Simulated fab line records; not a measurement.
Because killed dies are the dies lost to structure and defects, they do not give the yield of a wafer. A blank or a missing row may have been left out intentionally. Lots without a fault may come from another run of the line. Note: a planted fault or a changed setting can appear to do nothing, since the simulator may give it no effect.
Which tool was responsible? + flow sky130 + 33 wafers from 11 lots sampled at 3 of the route's 708 steps

WHAT THE GAUGES SHOWED, per wafer
SKY_SD_N_RS_MEAS_16: the measuring method here is four-point-probe. Usual: SD_N_RS 68.85 ohm/sq, standard deviation 0.16.
| lot  | measured     | on           | SD_N_RS (ohm/sq)  | flag |
|------|--------------|--------------|-------------------|------|
| L115 | day 28 09:53 | filmMetro-01 | 68.87 68.80 68.76 |      |
| L118 | day 29 15:13 | filmMetro-02 | 68.77 68.93 69.02 |      |
| L119 | day 29 19:53 | filmMetro-02 | 69.02 68.86 69.00 |      |
| L122 | day 30 19:50 | filmMetro-04 | 69.04 68.86 69.06 |      |
| L128 | day 32 13:53 | filmMetro-04 | 70.78 70.69 70.79 | OFF  |
| L129 | day 32 23:37 | filmMetro-04 | 70.95 70.91 70.87 | OFF  |
| L130 | day 33 15:18 | filmMetro-04 | 68.87 69.25 68.95 |      |
| L131 | day 33 19:52 | filmMetro-02 | 68.85 68.77 68.87 |      |
| L132 | day 33 22:28 | filmMetro-04 | 68.98 68.83 68.95 |      |
| L136 | day 35 02:53 | filmMetro-01 | 68.52 68.76 68.58 |      |
| L137 | day 36 02:38 | filmMetro-01 | 68.66 68.39 68.60 |      |

TOOL THAT RAN EACH LOT (tool first, then ch and the chambers of the sampled wafers, then the start)
| lot  | SKY_LDD_HVP_STRIP_09                | SKY_SD_N_IMPLANT_10             |
|------|-------------------------------------|---------------------------------|
| L115 | plasmaAsher-02 ch 0,1, day 22 02:38 | implanter-03 ch 0, day 28 09:22 |
| L118 | plasmaAsher-03 ch 0,1, day 23 09:58 | implanter-03 ch 0, day 29 14:41 |
| L119 | plasmaAsher-02 ch 0,1, day 23 15:59 | implanter-04 ch 0, day 29 19:22 |
| L122 | plasmaAsher-03 ch 0,1, day 24 17:03 | implanter-03 ch 0, day 30 19:19 |
| L128 | plasmaAsher-02 ch 0,1, day 26 13:16 | implanter-03 ch 0, day 32 13:21 |
| L129 | plasmaAsher-02 ch 0,1, day 27 01:18 | implanter-03 ch 0, day 32 23:05 |
| L130 | plasmaAsher-03 ch 0,1, day 27 18:48 | implanter-04 ch 0, day 33 14:46 |
| L131 | plasmaAsher-02 ch 0,1, day 27 20:47 | implanter-01 ch 0, day 33 19:20 |
| L132 | plasmaAsher-02 ch 0, day 28 02:08   | implanter-04 ch 0, day 33 21:56 |
| L136 | plasmaAsher-02 ch 0,1, day 29 09:26 | implanter-04 ch 0, day 35 02:21 |
| L137 | plasmaAsher-03 ch 0,1, day 30 07:25 | implanter-04 ch 0, day 36 02:05 |
- SKY_LDD_HVP_STRIP_09: strips in O2/N2.
- SKY_SD_N_IMPLANT_10

AS READ BY THE TOOLS THEMSELVES (means over the sampled wafers that have a number; for cases with no such wafer, the mark the record gives instead)
SKY_LDD_HVP_STRIP_09. Usual: drypumpMotorCurrentA 6.0 A, standard deviation 0.44; oesProductAu 0.408 a.u., standard deviation 0.0049; stripTimeToEndpointS 4.134 s, standard deviation 0.013.
| lot  | tool           | drypumpMotorCurrentA (A) | oesProductAu (a.u.) | stripTimeToEndpointS (s) | flag |
|------|----------------|--------------------------|---------------------|--------------------------|------|
| L115 | plasmaAsher-02 | 5.8                      | 0.412               | 4.137                    |      |
| L118 | plasmaAsher-03 | 6.4                      | 0.406               | 4.136                    |      |
| L119 | plasmaAsher-02 | 5.7                      | 0.412               | 4.133                    |      |
| L122 | plasmaAsher-03 | 6.4                      | 0.402               | 4.139                    |      |
| L128 | plasmaAsher-02 | 5.8                      | 0.415               | 4.130                    |      |
| L129 | plasmaAsher-02 | 5.6                      | 0.403               | 4.120                    |      |
| L130 | plasmaAsher-03 | 6.4                      | 0.410               | 4.140                    |      |
| L131 | plasmaAsher-02 | 5.8                      | 0.412               | 4.128                    |      |
| L132 | plasmaAsher-02 | 5.5                      | 0.406               | 4.134                    |      |
| L136 | plasmaAsher-02 | 5.8                      | 0.414               | 4.144                    |      |
| L137 | plasmaAsher-03 | 6.4                      | 0.408               | 4.114                    |      |

SKY_SD_N_IMPLANT_10. Usual: doseIonsCm2 9.999e+13, standard deviation 9e+10; endStationPressureTorr 5.36e-06 Torr, standard deviation 2.9e-07; faradayCurrentUA 501, standard deviation 42.
| lot  | tool         | doseIonsCm2 | endStationPressureTorr (Torr) | faradayCurrentUA | flag |
|------|--------------|-------------|-------------------------------|------------------|------|
| L115 | implanter-03 | 9.999e+13   | 5.13e-06                      | 433              |      |
| L118 | implanter-03 | 9.990e+13   | 5.33e-06                      | 447              |      |
| L119 | implanter-04 | 9.995e+13   | 5.25e-06                      | 535              |      |
| L122 | implanter-03 | 1.000e+14   | 5.44e-06                      | 440              |      |
| L128 | implanter-03 | 1.585e+13   | 5.00e-06                      | 88               | OFF  |
| L129 | implanter-03 | 1.580e+13   | 4.95e-06                      | 90               | OFF  |
| L130 | implanter-04 | 1.001e+14   | 5.34e-06                      | 521              |      |
| L131 | implanter-01 | 9.994e+13   | 5.16e-06                      | 541              |      |
| L132 | implanter-04 | 1.001e+14   | 5.43e-06                      | 520              |      |
| L136 | implanter-04 | 9.993e+13   | 5.63e-06                      | 529              |      |
| L137 | implanter-04 | 1.001e+14   | 5.03e-06                      | 520              |      |

THE ANSWER, worked out from the rows above alone
Rule: take the mean of a lot's wafers that have a number; if it is more than 3 standard deviations from the usual mean, the lot is off. Also off: a lot with no number at a reading for which 4 or more lots have one. Any other lot the step has rows for is counted as sound. The gauges are gone through in route order, then the tools' own readings, and for those a lot's mean is taken as printed above. At the first step where some lot is off, the reading lying furthest off is the one used; lots without a number count as furthest.
Off: L128, L129, seen at SKY_SD_N_RS_MEAS_16 (SD_N_RS).
A tool fits if, at a process step before that reading, it ran every lot that is off, and no sound lot after the first of them. Not tried: the gauges at SKY_SD_N_RS_MEAS_16; whatever is off there is also off at SKY_SD_N_IMPLANT_10, on other tools, and gauge error can't account for it. One fits: implanter-03 at SKY_SD_N_IMPLANT_10. A fault onset in the window from L122 (day 30 19:19, its last sound lot) to L128 (day 32 13:21, its first lot off) fits.
The tool's own readings at SKY_SD_N_IMPLANT_10 bear it out: on the lots that are off they differ by more than 5 times the standard deviation of the sound lots' means. doseIonsCm2 reads 1.582e+13 there against 1.000e+14 on the sound lots; faradayCurrentUA reads 89 there against 498 on the sound lots.

WHAT THE SIMULATOR PUT IN
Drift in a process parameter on implanter-03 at SKY_SD_N_IMPLANT_10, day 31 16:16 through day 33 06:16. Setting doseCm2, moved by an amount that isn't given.
Lots struck among those shown: L128, L129. Same finding as the rule above.
